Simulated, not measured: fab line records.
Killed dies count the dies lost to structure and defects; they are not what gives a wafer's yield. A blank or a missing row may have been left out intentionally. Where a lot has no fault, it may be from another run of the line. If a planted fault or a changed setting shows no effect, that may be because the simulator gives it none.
fab line records | flow sky130
[record] lots = 7 wafers = 21 last_day = 50
route steps=708 shown FIELD_ISO@16 PAD_OPEN@708
lots with no fault: from the same line, run without faults
start_h: start of the lot's first displayed wafer, in hours after the record's first day | wait_h: hours elapsed since this lot's preceding step | " unchanged from the row above | L1.1+2: one row covering several wafers at once | - either no value or no given start | * or withheld: withheld | < > ~ a bound
route shown NAME@n: names a module that has steps shown in the file, with the first one's number in the route | usual: mean/standard deviation of fault-free wafers | same: alike in all rows | chamber/n: place in a boat | sites: the reading at each site | _std_site: standard deviation across them | _edge_site: mean of outer sites minus mean of inner sites | radius_mm: for every site, how far away it sits from the centre of the wafer | mask NAME#n: copy n | behind: the last tool/chamber to shape the wafer | hold: cause of the lot's hold/its duration in hours/its outcome | device: names the non-switching transistor (n, p or np) | end of line: the route-end tests of the same wafers | where a step has no rows: the recipe by itself | killed: dies that structure and defects cost at the first sort, which is not the same as the wafer's yield | map: the dies of a wafer, with x for killed, . for not killed, _ for no die there
set.NAME: the setting as run; set.NAME@STEP: as run at that earlier step | model.NAME: the simulator's own value behind a step, which no gauge read
lots at selected steps of the route; one table per step, one row per wafer
services: when a tool's chamber went out of use (start_h, in hours from the record's first day, below 0 if earlier), for how many hours, and the reason
[[steps]]
[step SKY_FIELD_ISO_ETCH_15]
[recipe] chemistry = CHF3/O2 target_depth_nm = 180 stop_on = Si source_w = 600 bias_w = 200 pressure_mtorr = 40 chf3_flow_sccm = 50 O2_flow_sccm = 5 time_s = 72
[usual] chamber_pressure_mTorr = 40.00/0.041 drypump_motor_current_A = 5.7/0.47 oes_product_au = 0.945/0.0068 throttle_valve_pct = 8.843/0.0096
[same] time_s = 72
// columns lot.wafer tool chamber start_h wait_h chamber_pressure_mTorr drypump_motor_current_A oes_product_au rf_hours_counter_h throttle_valve_pct
L372.4 rie_diel-02 0 39.37 0.0 40.03 6.4 0.937 64 8.861
L372.5 " 0 " " 40.00 6.3 0.941 - 8.846
L372.6 " 3 " " 40.02 5.4 0.942 - 8.856
L384.1 rie_diel-02 1 101.26 0.0 40.00 5.7 0.944 64 8.842
L384.2 " 0 " " 39.95 6.3 0.938 65 8.838
L384.4 " 2 " " 39.95 6.4 0.940 3 8.826
L383.3 rie_diel-04 1 102.15 0.0 40.06 5.8 0.955 67 8.853
L383.4 " 2 " " 40.01 5.2 0.947 38 8.836
L383.6 " 2 " " 39.99 5.2 0.961 - 8.830
L386.2 rie_diel-02 0 110.30 0.0 39.96 6.4 0.944 65 8.844
L386.5 " 2 " " 39.99 6.4 0.936 - 8.846
L386.6 " 3 " " 39.99 5.4 0.949 - 8.856
L387.1 rie_diel-01 3 121.56 0.0 39.99 5.3 0.942 98 8.841
L387.3 " 0 " " 40.04 5.6 0.939 158 8.855
L387.4 " 2 " " 40.02 5.6 0.945 3 8.834
L391.3 rie_diel-01 1 136.61 0.0 40.00 5.6 0.950 2 8.842
L391.4 " 0 " " 39.98 5.6 0.946 159 8.854
L391.6 " 1 " " 39.98 5.6 0.944 - 8.851
L392.2 rie_diel-02 0 149.10 0.0 40.03 6.3 0.941 66 8.846
L392.5 " 0 " " 39.98 6.3 0.938 - 8.844
L392.6 " 1 " " 39.94 5.7 0.930 - 8.859
[step SKY_FIELD_ISO_STRIP_16]
[recipe] chemistry = O2/N2 power_w = 1400 pressure_mtorr = 1500 platen_temp_c = withheld o2_flow_sccm = 3000 n2_flow_sccm = 300 overash_fraction = 0.5
[usual] chamber_pressure_mTorr = 1500.0/1.3 drypump_motor_current_A = 5.4/0.43 oes_product_au = 0.377/0.0047 strip_time_to_endpoint_s = 3.528/0.03
[same] overash_fraction = 0.5
// columns lot.wafer tool chamber start_h wait_h chamber_pressure_mTorr drypump_motor_current_A oes_product_au rf_hours_counter_h strip_time_to_endpoint_s
L372.4 plasma_asher-02 0 39.46 0.1 1498.5 5.7 0.380 - 3.552
L372.5 " 0 " " 1500.1 5.7 0.381 - 3.548
L372.6 " 1 " " 1499.9 5.4 0.385 - 3.602
L384.1 plasma_asher-03 1 101.32 0.0 1499.8 5.4 0.377 29 3.484
L384.2 " 0 " " 1499.6 5.0 0.370 29 3.490
L384.4 " 1 " " 1500.7 5.4 0.365 - 3.501
L383.3 plasma_asher-04 1 102.24 0.1 1500.0 5.0 0.384 - 3.500
L383.4 " 0 " " 1499.5 6.3 0.372 - 3.500
L383.6 " 0 " " 1499.3 6.3 0.371 - 3.514
L386.2 plasma_asher-04 1 110.36 0.0 1498.3 5.0 0.368 43 3.499
L386.5 " 1 " " 1498.9 5.0 0.374 - 3.526
L386.6 " 0 " " 1500.5 6.3 0.378 - 3.554
L387.1 plasma_asher-04 1 121.62 0.0 1499.6 5.1 0.370 45 3.543
L387.3 " 1 " " 1498.3 5.0 0.376 - 3.547
L387.4 " 0 " " 1499.6 6.3 0.379 - 3.542
L391.3 plasma_asher-04 1 136.70 0.1 1501.0 5.0 0.379 - 3.541
L391.4 " 0 " " 1499.4 6.3 0.382 - 3.570
L391.6 " 0 " " 1500.3 6.3 0.382 - 3.545
L392.2 plasma_asher-02 0 149.16 0.0 1499.7 5.7 0.380 48 3.529
L392.5 " 0 " " 1499.2 5.7 0.371 - 3.541
L392.6 " 1 " " 1499.7 5.4 0.385 - 3.535
[step SKY_FIELD_ISO_ETCH_17]
[recipe] target_depth_a = 3420 mask_material = Si3N4 chemistry = HBr/Cl2/O2 target = Si taper_deg = 5 icp_w = 600 bias_w = 150 pressure_mtorr = 15 HBr_flow_sccm = 150 Cl2_flow_sccm = 40 O2_flow_sccm = 6 time_s = 97.7
[usual] HBr_flow_sccm = 150.1/0.43 chamber_pressure_mTorr = 15.000/0.014 drypump_motor_current_A = 5.3/0.42 oes_product_au = 0.998/0.0093 throttle_valve_pct = 25.658/0.01
[same] time_s = 97.7
// columns lot.wafer tool chamber start_h wait_h HBr_flow_sccm chamber_pressure_mTorr drypump_motor_current_A oes_product_au rf_hours_counter_h throttle_valve_pct
L372.4 rie_si-01 3 39.53 0.0 149.7 15.003 5.0 0.987 147 25.657
L372.5 " 3 " " 149.5 15.008 5.0 0.989 - 25.661
L372.6 " 0 " " 150.6 15.017 5.9 0.997 - 25.651
L384.1 rie_si-02 1 101.42 0.1 150.0 15.027 5.7 1.000 142 25.659
L384.2 " 0 " " 150.2 14.996 4.7 1.001 1 25.649
L384.4 " 2 " " 150.6 14.973 5.2 1.003 0 25.656
L383.3 rie_si-01 1 102.31 0.0 149.4 14.984 5.9 0.995 5 25.673
L383.4 " 2 " " 149.7 15.000 4.9 1.015 - 25.652
L383.6 " 1 " " 149.1 14.989 5.9 0.988 - 25.668
L386.2 rie_si-01 2 110.46 0.1 149.8 14.984 4.9 1.014 2 25.644
L386.5 " 3 " " 149.5 14.980 5.0 0.993 - 25.664
L386.6 " 2 " " 150.3 14.984 4.9 1.023 - 25.652
L387.1 rie_si-01 0 121.72 0.1 150.3 14.983 5.8 0.996 55 25.660
L387.3 " 3 " " 150.6 14.990 5.0 0.994 0 25.662
L387.4 " 2 " " 149.5 14.979 4.9 0.991 2 25.649
L391.3 rie_si-01 0 136.77 0.0 150.7 14.991 5.8 0.998 55 25.655
L391.4 " 2 " " 150.0 15.004 4.9 1.003 2 25.666
L391.6 " 1 " " 150.0 15.014 5.9 0.984 - 25.672
L392.2 rie_si-02 3 149.26 0.1 149.3 15.017 5.4 0.991 3 25.652
L392.5 " 0 " " 149.3 14.989 4.7 1.000 - 25.648
L392.6 " 3 " " 149.8 15.022 5.4 0.986 - 25.659
[step SKY_FIELD_ISO_WET_ETCH_18]
[recipe] chemistry = H3PO4 target_depth_nm = 25 temp_c = 160 target = Si3N4 time_s = 286
[step SKY_FIELD_ISO_CLEAN_19]
[recipe] chemistry = SC1/SC2 mix = 1:4:20 temp_c = 70 time_s = 150
[step SKY_FIELD_ISO_CLEAN_20]
[recipe] chemistry = dHF time_s = 20 dilution = 100:1
[step SKY_FIELD_ISO_WET_ETCH_21]
[recipe] chemistry = dHF dilution = 100:1 target_depth_nm = 20 dry = ipa_marangoni target = SiO2 temp_c = 25 time_s = 400
[step SKY_FIELD_ISO_OXIDATION_22]
[recipe] temp_c = 950 ambient = O2 stabilise_s = 600 purge_s = 300 target_thk_a = 100 ox_time_s = 623
[step SKY_FIELD_ISO_THK_MEAS_23]
[recipe] reads = SiO2_of_FIELD_ISO_OXIDATION_22
[usual] FIELD_ISO_OXIDATION_01_THK = 10.08/0.18
// columns lot.wafer tool chamber start_h wait_h FIELD_ISO_OXIDATION_01_THK[nm]
L372.4 film_metro-03 - 44.48 0.0 9.95
L372.5 " - " " 9.97
L372.6 " - " " 9.95
L384.1 film_metro-02 - 108.23 0.0 9.86
L384.2 " - " " 9.72
L384.4 " - " " 9.84
L383.3 film_metro-03 - 108.25 0.0 10.24
L383.4 " - " " 10.13
L383.6 " - " " 10.30
L386.2 film_metro-01 - 117.93 0.0 10.12
L386.5 " - " " 10.05
L386.6 " - " " 9.99
L387.1 film_metro-01 - 128.91 0.0 9.85
L387.3 " - " " 9.87
L387.4 " - " " 9.86
L391.3 film_metro-03 - 140.22 0.0 9.96
L391.4 " - " " 9.95
L391.6 " - " " 10.19
L392.2 film_metro-03 - 150.78 0.0 9.90
L392.5 " - " " 9.87
L392.6 " - " " 9.84
[step SKY_FIELD_ISO_CVD_24]
[recipe] material = SiO2 target_thk_nm = 595 temp_c = 650 sigma_open_frac = 0.3 time_s = 99.2 sih4_flow_sccm = 60 pressure_mtorr = 6
[step SKY_FIELD_ISO_THK_MEAS_25]
[recipe] reads = SiO2_of_FIELD_ISO_CVD_24
[usual] FIELD_ISO_CVD_24_THK = 598/6.7
// columns lot.wafer tool chamber start_h wait_h FIELD_ISO_CVD_24_THK[nm]
L372.4 film_metro-02 - 44.61 0.0 607
L372.5 " - " " 609
L372.6 " - " " 601
L384.1 film_metro-03 - 108.36 0.0 606
L384.2 " - " " 613
L384.4 " - " " 615
L383.3 film_metro-01 - 108.38 0.1 605
L383.4 " - " " 603
L383.6 " - " " 615
L386.2 film_metro-01 - 118.06 0.0 607
L386.5 " - " " 610
L386.6 " - " " 601
L387.1 film_metro-01 - 129.05 0.0 604
L387.3 " - " " 601
L387.4 " - " " 607
L391.3 film_metro-02 - 140.35 0.1 595
L391.4 " - " " 597
L391.6 " - " " 609
L392.2 film_metro-02 - 150.95 0.1 592
L392.5 " - " " 597
L392.6 " - " " 592
[step SKY_FIELD_ISO_ANNEAL_26]
[recipe] temp_c = 1000 time_s = 1800 ambient = N2
[step SKY_FIELD_ISO_CMP_27]
[recipe] stop_on = Si3N4 t_overpolish_s = 16 down_force_psi = 4 platen_rpm = 60 target_thk_nm = 457.8 pad_velocity_m_s = 0.94248
[usual] edge_zone_pressure_frac = 1.000/0.0054 head_pressure_psi = 4.001/0.0086 motor_current_A = 12.1/1.8 overpolish_run_s = 16.000/0.01 time_to_endpoint_s = 112/4.2
// columns lot.wafer tool chamber start_h wait_h edge_zone_pressure_frac head_pressure_psi motor_current_A overpolish_run_s time_to_endpoint_s model.SiO2_of_FIELD_ISO_CVD_24.thk_nm
L372.4 cmp-01 2 48.56 0.0 1.003 4.008 11.9 15.998 108 456.6
L372.6 " 2 " " 1.001 4.024 11.8 15.996 108 457.1
L372.5 " 3 " " 1.006 3.999 9.8 15.998 109 455.2
L384.4 cmp-01 1 113.94 0.1 - - - - - 614.4
L384.2 " 2 " " - - - - - 612.6
L384.1 " 3 " " - - - - - 606.6
L383.3 cmp-01 3 114.24 0.3 - - - - - 604.6
L383.4 " 0 " " - - - - - 602.4
L383.6 " 2 " " - - - - - 614.3
L386.2 cmp-01 2 123.92 0.3 - - - - - 607.1
L386.5 " 3 " " - - - - - 610.2
L386.6 " 0 " " - - - - - 601.5
L387.3 cmp-01 1 133.36 0.0 0.999 4.005 14.3 16.013 114 456.9
L387.4 " 3 " " 1.001 3.999 10.1 16.001 116 456.7
L387.1 " 0 " " 0.988 3.996 11.7 16.007 118 457.3
L391.3 cmp-01 3 143.32 0.4 1.011 3.999 9.8 16.019 117 456.2
L391.4 " 0 " " 1.003 3.985 11.5 16.006 119 457.1
L391.6 " 2 " " 1.002 4.012 12.5 15.978 118 456.3
L392.2 cmp-01 2 153.83 0.1 1.006 3.989 12.2 15.987 114 455.6
L392.6 " 1 " " 0.997 4.003 15.3 15.989 111 456.2
L392.5 " 2 " " 1.006 4.002 12.4 15.996 117 456.3
[step SKY_FIELD_ISO_WET_ETCH_28]
[recipe] chemistry = dHF target_depth_nm = 23.7 target = SiO2 dilution = 10:1 temp_c = 25 time_s = 47
[step SKY_FIELD_ISO_WET_ETCH_29]
[recipe] chemistry = H3PO4 target_depth_nm = 160 target = Si3N4 temp_c = 160 time_s = 1825
[step SKY_FIELD_ISO_WET_ETCH_30]
[recipe] chemistry = dHF target_depth_nm = 25 target = SiO2 dilution = 10:1 temp_c = 25 time_s = 50
[same] time_s = 50
// columns lot.wafer tool chamber start_h wait_h model.SiO2_of_FIELD_ISO_CVD_24.thk_nm
L372.4 wet_bench-03 3 49.44 0.0 404
L372.5 " 3 " " 402.4
L372.6 " 3 " " 404.5
L384.1 wet_bench-03 1 114.73 0.0 553.2
L384.2 " 1 " " 559.3
L384.4 " 1 " " 560.9
L383.3 wet_bench-01 1 115.03 0.0 551.2
L383.4 " 1 " " 549.2
L383.6 " 1 " " 561
L386.2 wet_bench-03 3 124.61 0.0 554.2
L386.5 " 3 " " 557.5
L386.6 " 3 " " 548.8
L387.1 wet_bench-04 3 134.20 0.0 404
L387.3 " 3 " " 403.7
L387.4 " 3 " " 403.5
L391.3 wet_bench-04 2 144.06 0.0 402.9
L391.4 " 2 " " 403.8
L391.6 " 2 " " 403
L392.2 wet_bench-04 1 154.62 0.0 402.8
L392.5 " 1 " " 403.5
L392.6 " 1 " " 403.3
[step SKY_PAD_OPEN_PROBE_99]
[usual] killed_at_M0_to_M3 = 44/6.4 killed_at_M4_up = 3.6/2.1 killed_at_contacts = 23/5.1 killed_at_front_end = 15/4.3 killed_at_other = 0.3/0.56 killed_dies = 86/9 killed_on_rim = 17/3.3 killed_open = 47/6.4 killed_short = 39/5.8
[same] gross_dies = 492 killed_at_back_side = 0
// columns lot.wafer tool chamber start_h wait_h killed_at_M0_to_M3 killed_at_M4_up killed_at_contacts killed_at_front_end killed_at_other killed_dies killed_on_rim killed_open killed_short
L372.4 prober-01 - 1084.80 0.2 43 2 18 15 0 78 15 44 34
L372.5 prober-01 - 1084.85 0.2 38 5 17 11 1 72 15 38 34
L372.6 prober-01 - 1084.90 0.2 49 5 26 5 0 85 16 47 38
L384.1 prober-01 - 1153.97 0.1 47 4 20 420 1 492 96 52 32
L384.2 prober-01 - 1154.02 0.1 49 9 29 405 0 492 96 45 53
L384.4 prober-01 - 1154.12 0.2 41 3 26 422 0 492 96 42 42
L383.3 prober-01 - 1156.92 0.2 36 2 20 433 1 492 96 49 28
L383.4 prober-01 - 1156.97 0.2 40 6 23 423 0 492 96 56 36
L383.6 prober-01 - 1157.07 0.2 37 1 28 425 1 492 96 46 32
L386.2 prober-01 - 1168.45 0.1 44 3 25 419 1 492 96 47 47
L386.5 prober-01 - 1168.60 0.2 51 1 24 416 0 492 96 44 48
L386.6 prober-01 - 1168.65 0.2 45 9 23 415 0 492 96 48 42
L392.2 prober-01 - 1194.57 0.1 45 7 23 15 0 90 22 44 46
L392.5 prober-01 - 1194.72 0.2 52 4 18 13 0 87 18 53 34
L392.6 prober-01 - 1194.77 0.2 40 7 28 8 1 84 15 50 34
// killed by level:class
L372.4 CONTACT:geometric_particle:open=10 VIA1:geometric_particle:open=9 METAL1:geometric_particle:short=7 VIA3:geometric_particle:open=7 FIELD_ISO:geometric_particle:short=5 LI_CONTACT:geometric_particle:open=4 METAL1:geometric_particle:open=4 VIA2:geometric_particle:open=4
L372.5 VIA3:geometric_particle:open=8 VIA1:geometric_particle:open=7 LOCAL_INTERCONNECT:geometric_particle:short=6 VIA2:geometric_particle:open=6 LI_CONTACT:geometric_particle:open=5 FIELD_ISO:geometric_particle:short=4 VIA2:geometric_particle:short=4 CONTACT:geometric_particle:open=3
L372.6 LI_CONTACT:geometric_particle:open=10 VIA1:geometric_particle:open=9 METAL1:geometric_particle:short=8 CONTACT:geometric_particle:open=7 VIA2:geometric_particle:open=6 VIA3:geometric_particle:open=6 CONTACT:geometric_particle:short=5 VIA3:geometric_particle:short=4
L384.1 FIELD_ISO:area_cmp=408 VIA1:geometric_particle:open=13 VIA3:geometric_particle:open=9 LI_CONTACT:geometric_particle:open=8 CONTACT:geometric_particle:open=8 METAL2:geometric_particle:short=7 FIELD_ISO:geometric_particle:short=5 VIA1:geometric_particle:short=5
L384.2 FIELD_ISO:area_cmp=394 VIA1:geometric_particle:open=12 LI_CONTACT:geometric_particle:open=11 CONTACT:geometric_particle:open=9 VIA1:geometric_particle:short=9 METAL4:geometric_particle:short=9 METAL2:geometric_particle:short=8 VIA2:geometric_particle:short=4
L384.4 FIELD_ISO:area_cmp=408 CONTACT:geometric_particle:open=8 VIA3:geometric_particle:open=7 METAL2:geometric_particle:short=6 VIA1:geometric_particle:open=6 LI_CONTACT:geometric_particle:open=5 CONTACT:geometric_particle:short=5 POLY_GATE:geometric_particle:short=4
L383.3 FIELD_ISO:area_cmp=415 VIA1:geometric_particle:open=9 VIA2:geometric_particle:open=9 LI_CONTACT:geometric_particle:open=6 POLY_GATE:geometric_particle:short=5 VIA3:geometric_particle:open=5 FIELD_ISO:geometric_particle:open=4 CONTACT:geometric_particle:open=4
L383.4 FIELD_ISO:area_cmp=400 VIA1:geometric_particle:open=14 LI_CONTACT:geometric_particle:open=8 CONTACT:geometric_particle:open=8 VIA2:geometric_particle:open=7 FIELD_ISO:geometric_particle:open=6 POLY_GATE:geometric_particle:short=5 VIA3:geometric_particle:open=5
L383.6 FIELD_ISO:area_cmp=413 LI_CONTACT:geometric_particle:open=13 CONTACT:geometric_particle:open=6 VIA1:geometric_particle:open=6 METAL2:geometric_particle:short=6 VIA3:geometric_particle:open=6 FIELD_ISO:geometric_particle:open=4 LOCAL_INTERCONNECT:geometric_particle:short=4
L386.2 FIELD_ISO:area_cmp=398 VIA1:geometric_particle:open=12 CONTACT:geometric_particle:open=8 FIELD_ISO:geometric_particle:short=6 LI_CONTACT:geometric_particle:open=6 LOCAL_INTERCONNECT:geometric_particle:short=6 METAL2:geometric_particle:short=6 VIA2:geometric_particle:open=6
L386.5 FIELD_ISO:area_cmp=400 VIA1:geometric_particle:open=12 CONTACT:geometric_particle:open=11 VIA1:geometric_particle:short=7 VIA3:geometric_particle:open=7 FIELD_ISO:geometric_particle:short=6 METAL2:geometric_particle:short=6 CONTACT:geometric_particle:short=5
L386.6 FIELD_ISO:area_cmp=401 CONTACT:geometric_particle:open=10 VIA3:geometric_particle:open=9 METAL2:geometric_particle:short=8 METAL4:geometric_particle:short=7 FIELD_ISO:geometric_particle:open=6 VIA2:geometric_particle:open=5 LI_CONTACT:geometric_particle:open=4
L392.2 LI_CONTACT:geometric_particle:open=9 FIELD_ISO:geometric_particle:open=7 METAL1:geometric_particle:short=7 VIA1:geometric_particle:short=7 METAL2:geometric_particle:short=6 VIA3:geometric_particle:open=6 VIA1:geometric_particle:open=5 VIA2:geometric_particle:open=5
L392.5 VIA1:geometric_particle:open=18 VIA2:geometric_particle:open=9 CONTACT:geometric_particle:open=8 FIELD_ISO:geometric_particle:open=6 VIA3:geometric_particle:short=6 VIA3:geometric_particle:open=5 CONTACT:geometric_particle:short=4 METAL1:geometric_particle:short=4
L392.6 VIA1:geometric_particle:open=10 CONTACT:geometric_particle:open=9 VIA2:geometric_particle:open=9 METAL1:geometric_particle:short=8 CONTACT:geometric_particle:short=7 LI_CONTACT:geometric_particle:open=6 VIA3:geometric_particle:open=6 METAL4:geometric_particle:short=4
// map L383.3 (x killed, . not)
__________xxxxxxxxxx_________
________xxxxxxxxxxxxxx_______
______xxxxxxxxxxxxxxxxxx_____
_____xxxxxxxxxxxxxxxxxxxx____
____xxxxxxxxxxxxxxxxxxxxxx___
___xxxxxxxxxxxxxxxxxxxxxxxx__
__xxxxxxxxxxxxxxxxxxxxxxxxxx_
_xxxxxxxxxxxxxxxxxxxxxxxxxxxx
_xxxxxxxxxxxxxxxxxxxxxxxxxxxx
_xxxxxxxxxxxxxxxxxxxxxxxxxxxx
_xxxxxxxxxxxxxxxxxxxxxxxxxxxx
_xxxxxxxxxxxxxxxxxxxxxxxxxxxx
_xxxxxxxxxxxxxxxxxxxxxxxxxxxx
_xxxxxxxxxxxxxxxxxxxxxxxxxxxx
_xxxxxxxxxxxxxxxxxxxxxxxxxxxx
__xxxxxxxxxxxxxxxxxxxxxxxxxx_
___xxxxxxxxxxxxxxxxxxxxxxxx__
____xxxxxxxxxxxxxxxxxxxxxx___
_____xxxxxxxxxxxxxxxxxxxx____
______xxxxxxxxxxxxxxxxxx_____
________xxxxxxxxxxxxxx_______
__________xxxxxxxxxx_________
// map L384.1 (x killed, . not)
__________xxxxxxxxxx_________
________xxxxxxxxxxxxxx_______
______xxxxxxxxxxxxxxxxxx_____
_____xxxxxxxxxxxxxxxxxxxx____
____xxxxxxxxxxxxxxxxxxxxxx___
___xxxxxxxxxxxxxxxxxxxxxxxx__
__xxxxxxxxxxxxxxxxxxxxxxxxxx_
_xxxxxxxxxxxxxxxxxxxxxxxxxxxx
_xxxxxxxxxxxxxxxxxxxxxxxxxxxx
_xxxxxxxxxxxxxxxxxxxxxxxxxxxx
_xxxxxxxxxxxxxxxxxxxxxxxxxxxx
_xxxxxxxxxxxxxxxxxxxxxxxxxxxx
_xxxxxxxxxxxxxxxxxxxxxxxxxxxx
_xxxxxxxxxxxxxxxxxxxxxxxxxxxx
_xxxxxxxxxxxxxxxxxxxxxxxxxxxx
__xxxxxxxxxxxxxxxxxxxxxxxxxx_
___xxxxxxxxxxxxxxxxxxxxxxxx__
____xxxxxxxxxxxxxxxxxxxxxx___
_____xxxxxxxxxxxxxxxxxxxx____
______xxxxxxxxxxxxxxxxxx_____
________xxxxxxxxxxxxxx_______
__________xxxxxxxxxx_________
[[services]]
// columns tool chamber start_h hours kind
rie_si-02 0 23.30 - clean
rie_si-02 0 23.30 16.6 scheduled_down
rie_si-02 0 23.30 16.6 vent_cycle
rie_si-01 1 27.00 8.8 repair
cmp-01 - 55.96 2.0 repair
cmp-01 - 63.50 1.0 repair
cmp-01 - 64.24 0.8 repair
rie_diel-01 1 64.72 22.2 repair
rie_diel-01 - 66.84 2.8 pm
rie_diel-04 2 70.52 1.9 repair
wet_bench-01 - 80.34 1.6 repair
plasma_asher-04 - 80.81 2.8 pm
rie_diel-04 0 82.73 4.1 repair
plasma_asher-04 - 88.59 0.4 repair
rie_si-01 3 90.80 - clean
rie_si-01 3 90.80 12.6 scheduled_down
rie_si-01 3 90.80 12.6 vent_cycle
wet_bench-01 - 91.51 3.5 repair
rie_diel-01 3 105.47 3.5 repair
cmp-01 - 120.83 0.8 repair
rie_diel-02 1 122.43 3.4 repair
cmp-01 - 133.96 4.0 pm
rie_si-01 - 142.10 0.6 repair
rie_diel-01 0 146.07 13.3 repair
[[key]]
[first_sign] step = SKY_FIELD_ISO_CMP_27 reading = tool_record direction = missing
[effect] step = SKY_PAD_OPEN_PROBE_99 reading = killed_at_front_end direction = up sigmas = 94 usual = 15 struck = 420
[model_effect] step = SKY_FIELD_ISO_CMP_27 value = SiO2_of_FIELD_ISO_CVD_24.thk_nm without = 456.9 struck = 608.2
[model_effect] step = SKY_FIELD_ISO_WET_ETCH_30 value = SiO2_of_FIELD_ISO_CVD_24.thk_nm without = 403.8 struck = 555
[more_kills_born_at] SKY_FIELD_ISO_CMP_27@cmp-01 = 3637
met_at SKY_FIELD_ISO_CMP_27
struck_wafers L383.3,L383.4,L383.6,L384.1,L384.2,L384.4,L386.2,L386.5,L386.6
later_rows_left_out L383.3,L383.4,L383.6,L384.1,L384.2,L384.4,L386.2,L386.5,L386.6
tester_left_out L383,L384,L386
onset_between 48.56 113.94
[fault] kind = skipped_step_whole tool = cmp-01 chamber = - onset_h = 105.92 steps = SKY_FIELD_ISO_CMP_27 scope = struck_lots_only
// tester_left_out: of these lots the tester's yield and bins aren't shown, on N5 and GAA mostly nor the transistor test; their killed dies are dies lost to structure and defects alone, not to doping, threshold or leakage, so they don't give the yield
// later_rows_left_out: the simulator's readings of these wafers behind a module that went badly wrong aren't trusted and aren't shown, but for the sort
